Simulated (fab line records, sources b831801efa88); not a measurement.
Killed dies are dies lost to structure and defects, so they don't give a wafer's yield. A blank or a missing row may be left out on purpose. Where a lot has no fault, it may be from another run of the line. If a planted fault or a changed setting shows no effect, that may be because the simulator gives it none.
Split-lot trial / flow sky130 / 5 lots, 23 wafers read, on a route of 708 steps

ABOUT THE SPLIT
At SKY_METAL3_SPUTTER_01 (material TiN, target thk 20 nm, time 16.7 s), the setting power-w was moved away from the recipe's 6500 W on 7 of the 23 wafers read, by -11.4% to +4.1%. This setting was run at the recipe's value on the other wafers.

The split's own step is where the reading is taken.

THE READING
TiN_of_METAL3_SPUTTER_01.thk-nm (the simulator's own value, which no gauge read), in nm, at SKY_METAL3_SPUTTER_01 (material TiN, target thk 20 nm, time 16.7 s). The file gives no usual value for it. The 16 wafers here that ran the recipe average 20.13 nm, standard deviation 0.2 nm.

wafer=L074.1; tool, chamber at the split=pvd-sputter-04, -; power-w as run, W=6500; against the recipe=recipe; TiN_of_METAL3_SPUTTER_01.thk-nm, nm=20.11; against lot-mates on the recipe=-
wafer=L074.2; tool, chamber at the split=pvd-sputter-04, -; power-w as run, W=5759; against the recipe=-11.4%; TiN_of_METAL3_SPUTTER_01.thk-nm, nm=17.64; against lot-mates on the recipe=-2.25
wafer=L074.3; tool, chamber at the split=pvd-sputter-04, -; power-w as run, W=5759; against the recipe=-11.4%; TiN_of_METAL3_SPUTTER_01.thk-nm, nm=17.72; against lot-mates on the recipe=-2.17
wafer=L074.4; tool, chamber at the split=pvd-sputter-04, -; power-w as run, W=6500; against the recipe=recipe; TiN_of_METAL3_SPUTTER_01.thk-nm, nm=19.79; against lot-mates on the recipe=-
wafer=L074.6; tool, chamber at the split=pvd-sputter-04, -; power-w as run, W=6500; against the recipe=recipe; TiN_of_METAL3_SPUTTER_01.thk-nm, nm=19.77; against lot-mates on the recipe=-
wafer=L077.1; tool, chamber at the split=pvd-sputter-04, -; power-w as run, W=6500; against the recipe=recipe; TiN_of_METAL3_SPUTTER_01.thk-nm, nm=20.15; against lot-mates on the recipe=-
wafer=L077.2; tool, chamber at the split=pvd-sputter-04, -; power-w as run, W=6500; against the recipe=recipe; TiN_of_METAL3_SPUTTER_01.thk-nm, nm=20.07; against lot-mates on the recipe=-
wafer=L077.4; tool, chamber at the split=pvd-sputter-04, -; power-w as run, W=6500; against the recipe=recipe; TiN_of_METAL3_SPUTTER_01.thk-nm, nm=20.3; against lot-mates on the recipe=-
wafer=L077.5; tool, chamber at the split=pvd-sputter-04, -; power-w as run, W=6500; against the recipe=recipe; TiN_of_METAL3_SPUTTER_01.thk-nm, nm=20.29; against lot-mates on the recipe=-
wafer=L077.6; tool, chamber at the split=pvd-sputter-04, -; power-w as run, W=6500; against the recipe=recipe; TiN_of_METAL3_SPUTTER_01.thk-nm, nm=20.01; against lot-mates on the recipe=-
wafer=L081.1; tool, chamber at the split=pvd-sputter-01, -; power-w as run, W=6765; against the recipe=+4.1%; TiN_of_METAL3_SPUTTER_01.thk-nm, nm=21.23; against lot-mates on the recipe=+0.79
wafer=L081.2; tool, chamber at the split=pvd-sputter-01, -; power-w as run, W=6765; against the recipe=+4.1%; TiN_of_METAL3_SPUTTER_01.thk-nm, nm=21.21; against lot-mates on the recipe=+0.77
wafer=L081.3; tool, chamber at the split=pvd-sputter-01, -; power-w as run, W=6500; against the recipe=recipe; TiN_of_METAL3_SPUTTER_01.thk-nm, nm=20.48; against lot-mates on the recipe=-
wafer=L081.4; tool, chamber at the split=pvd-sputter-01, -; power-w as run, W=6765; against the recipe=+4.1%; TiN_of_METAL3_SPUTTER_01.thk-nm, nm=21.25; against lot-mates on the recipe=+0.80
wafer=L081.5; tool, chamber at the split=pvd-sputter-01, -; power-w as run, W=6500; against the recipe=recipe; TiN_of_METAL3_SPUTTER_01.thk-nm, nm=20.41; against lot-mates on the recipe=-
wafer=L084.2; tool, chamber at the split=pvd-sputter-03, -; power-w as run, W=6500; against the recipe=recipe; TiN_of_METAL3_SPUTTER_01.thk-nm, nm=20.18; against lot-mates on the recipe=-
wafer=L084.3; tool, chamber at the split=pvd-sputter-03, -; power-w as run, W=5885; against the recipe=-9.5%; TiN_of_METAL3_SPUTTER_01.thk-nm, nm=18.25; against lot-mates on the recipe=-1.98
wafer=L084.4; tool, chamber at the split=pvd-sputter-03, -; power-w as run, W=5885; against the recipe=-9.5%; TiN_of_METAL3_SPUTTER_01.thk-nm, nm=18.17; against lot-mates on the recipe=-2.06
wafer=L084.5; tool, chamber at the split=pvd-sputter-03, -; power-w as run, W=6500; against the recipe=recipe; TiN_of_METAL3_SPUTTER_01.thk-nm, nm=20.28; against lot-mates on the recipe=-
wafer=L084.6; tool, chamber at the split=pvd-sputter-03, -; power-w as run, W=6500; against the recipe=recipe; TiN_of_METAL3_SPUTTER_01.thk-nm, nm=20.24; against lot-mates on the recipe=-
wafer=L085.1; tool, chamber at the split=pvd-sputter-01, -; power-w as run, W=6500; against the recipe=recipe; TiN_of_METAL3_SPUTTER_01.thk-nm, nm=20.11; against lot-mates on the recipe=-
wafer=L085.3; tool, chamber at the split=pvd-sputter-01, -; power-w as run, W=6500; against the recipe=recipe; TiN_of_METAL3_SPUTTER_01.thk-nm, nm=19.98; against lot-mates on the recipe=-
wafer=L085.6; tool, chamber at the split=pvd-sputter-01, -; power-w as run, W=6500; against the recipe=recipe; TiN_of_METAL3_SPUTTER_01.thk-nm, nm=19.95; against lot-mates on the recipe=-

FIT RESULTS
A straight line over all 23 wafers: TiN_of_METAL3_SPUTTER_01.thk-nm changes by +0.219 nm for each +1% of power-w; r = +0.98; the points scatter about the line by 0.19 nm.
The same after taking each lot's own level away (the mean of its wafers on the recipe; 23 wafers): +0.201 nm for each +1%; r = +0.99; scatter 0.1 nm.
The reading moves by 2.3 nm for the largest change in power-w, on that fit.
The lots' own levels span 19.890 to 20.445 nm, that is 2.8 times the standard deviation above.
The two slopes agree, so the slope changes little with the lot-to-lot level.
Check: with one of the wafers moved furthest among these (-11.4%) left out of the fit, the line predicts -2.31 nm for it against its lot-mates. Against them it came out at -2.25 nm.

THE FILE'S OWN FIT
TiN_of_METAL3_SPUTTER_01.thk-nm changes by +0.201 nm for each +1% of power-w, r = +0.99.
